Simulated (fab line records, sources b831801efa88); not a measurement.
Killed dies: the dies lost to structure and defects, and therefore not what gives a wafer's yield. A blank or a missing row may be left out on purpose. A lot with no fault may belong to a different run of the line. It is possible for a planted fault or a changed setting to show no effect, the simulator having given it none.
Shared-tool check / flow gf180mcu / Lots sampled 13, wafers sampled 39

THE REASON FOR OPENING IT
At GF_M3_OVL_MEAS_15 the reading M3_OVL is flagged on 2 of 13 lots. No-fault wafers: -2 nm, standard deviation 6.1.
Rule: a lot is flagged when every wafer of it that has a number lies more than 4 standard deviations from that mean, or none has a number. The rest of the lots are taken to be sound.

lot=L443; measured=day 21 04:32; on=overlay-02; M3_OVL (nm), wafer by wafer=4 1 -3; flag=
lot=L445; measured=day 22 00:50; on=overlay-01; M3_OVL (nm), wafer by wafer=-4 -1 1; flag=
lot=L447; measured=day 22 14:49; on=overlay-01; M3_OVL (nm), wafer by wafer=-5 -7 -11; flag=
lot=L448; measured=day 23 04:45; on=overlay-02; M3_OVL (nm), wafer by wafer=-1 0 1; flag=
lot=L450; measured=day 24 00:14; on=overlay-01; M3_OVL (nm), wafer by wafer=2 9 3; flag=
lot=L453; measured=day 25 04:22; on=overlay-02; M3_OVL (nm), wafer by wafer=-16 -10 2; flag=
lot=L454; measured=day 25 08:17; on=overlay-02; M3_OVL (nm), wafer by wafer=-2 -2 -2; flag=
lot=L458; measured=day 26 17:55; on=overlay-01; M3_OVL (nm), wafer by wafer=-8 -2 -12; flag=
lot=L459; measured=day 27 04:02; on=overlay-02; M3_OVL (nm), wafer by wafer=-1 -5 4; flag=
lot=L461; measured=day 27 14:05; on=overlay-01; M3_OVL (nm), wafer by wafer=-6 1 -2; flag=
lot=L463; measured=day 28 03:29; on=overlay-01; M3_OVL (nm), wafer by wafer=40 44 42; flag=FLAGGED
lot=L464; measured=day 28 11:17; on=overlay-01; M3_OVL (nm), wafer by wafer=-11 0 -17; flag=
lot=L466; measured=day 28 17:22; on=overlay-01; M3_OVL (nm), wafer by wafer=40 45 44; flag=FLAGGED
The mean of the flagged lots' numbers is 42 nm, +44 nm from the usual (+7 standard deviations).

EACH LOT AND THE TOOL IT RAN ON
Before the reading, the record contains 2 process steps out of a 602-step route. In each cell: the tool, then ch and the chambers that the sampled wafers went through, then the start.
lot=L443; flag=; GF_M3_SPUTTER_01=pvd sputter-03, day 20 04:50; GF_M3_EXPOSE_11=krf scanner-02 ch 0, day 20 16:28
lot=L445; flag=; GF_M3_SPUTTER_01=pvd sputter-03, day 21 01:32; GF_M3_EXPOSE_11=krf scanner-01 ch 0, day 21 13:44
lot=L447; flag=; GF_M3_SPUTTER_01=pvd sputter-03, day 21 15:22; GF_M3_EXPOSE_11=krf scanner-02 ch 0, day 22 02:58
lot=L448; flag=; GF_M3_SPUTTER_01=pvd sputter-01, day 22 05:23; GF_M3_EXPOSE_11=krf scanner-01 ch 0, day 22 17:16
lot=L450; flag=; GF_M3_SPUTTER_01=pvd sputter-04, day 23 01:19; GF_M3_EXPOSE_11=krf scanner-01 ch 0, day 23 12:58
lot=L453; flag=; GF_M3_SPUTTER_01=pvd sputter-03, day 24 06:42; GF_M3_EXPOSE_11=krf scanner-02 ch 0, day 24 18:02
lot=L454; flag=; GF_M3_SPUTTER_01=pvd sputter-04, day 24 10:26; GF_M3_EXPOSE_11=krf scanner-01 ch 0, day 24 21:58
lot=L458; flag=; GF_M3_SPUTTER_01=pvd sputter-04, day 25 21:41; GF_M3_EXPOSE_11=krf scanner-02 ch 0, day 26 07:59
lot=L459; flag=; GF_M3_SPUTTER_01=pvd sputter-01, day 26 07:41; GF_M3_EXPOSE_11=krf scanner-01 ch 0, day 26 18:07
lot=L461; flag=; GF_M3_SPUTTER_01=pvd sputter-04, day 26 17:34; GF_M3_EXPOSE_11=krf scanner-01 ch 0, day 27 04:05
lot=L463; flag=FLAGGED; GF_M3_SPUTTER_01=pvd sputter-04, day 27 06:58; GF_M3_EXPOSE_11=krf scanner-01 ch 0, day 27 17:44
lot=L464; flag=; GF_M3_SPUTTER_01=pvd sputter-04, day 27 15:23; GF_M3_EXPOSE_11=krf scanner-02 ch 0, day 28 01:28
lot=L466; flag=FLAGGED; GF_M3_SPUTTER_01=pvd sputter-01, day 27 21:35; GF_M3_EXPOSE_11=krf scanner-01 ch 0, day 28 07:48
What these steps do:
- GF_M3_SPUTTER_01: material TiN, target thk 30 nm, time 25 s.
- GF_M3_EXPOSE_11: exposes mask Metal3, target cd 280 nm.
- GF_M3_OVL_MEAS_15

FLAGGED AGAINST TOTAL, ONE TOOL AT A TIME (gauges that did the reading follow at the end)
step=GF_M3_SPUTTER_01; tool=pvd sputter-01; lots run=3; flagged=1; share of the flagged lots=some; sound lots run after its first flagged lot=0
step=GF_M3_SPUTTER_01; tool=pvd sputter-03; lots run=4; flagged=0; share of the flagged lots=none; sound lots run after its first flagged lot=-
step=GF_M3_SPUTTER_01; tool=pvd sputter-04; lots run=6; flagged=1; share of the flagged lots=some; sound lots run after its first flagged lot=1 (L464)
step=GF_M3_EXPOSE_11; tool=krf scanner-01; lots run=8; flagged=2; share of the flagged lots=all; sound lots run after its first flagged lot=0
step=GF_M3_EXPOSE_11; tool=krf scanner-02; lots run=5; flagged=0; share of the flagged lots=none; sound lots run after its first flagged lot=-
step=GF_M3_OVL_MEAS_15; tool=overlay-01; lots run=8; flagged=2; share of the flagged lots=all; sound lots run after its first flagged lot=1 (L464)
step=GF_M3_OVL_MEAS_15; tool=overlay-02; lots run=5; flagged=0; share of the flagged lots=none; sound lots run after its first flagged lot=-

WHAT IS ALLOWED BY THE TABLE
Every flagged lot went through 2 rows of the table: krf scanner-01 at GF_M3_EXPOSE_11 and overlay-01 at GF_M3_OVL_MEAS_15.
- krf scanner-01 at GF_M3_EXPOSE_11: 2 of its 8 lots flagged. It ran its last sound lot, L461, at day 27 04:05 and its first flagged lot, L463, at day 27 17:44: a fault with its onset between the two fits.
- overlay-01 at GF_M3_OVL_MEAS_15: 2 of its 8 lots flagged. Sound lots followed the first flagged one (L464) on it, something a lasting fault affecting the whole tool could not allow.
Just one tool remains: krf scanner-01 at GF_M3_EXPOSE_11.

WHAT THE SIMULATOR HAD INSERTED
Scanner matching overlay: krf scanner-01, from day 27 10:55 on, at GF_M3_EXPOSE_11. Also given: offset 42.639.
Lots struck among those shown: L463, L466. Same finding as the rule above.
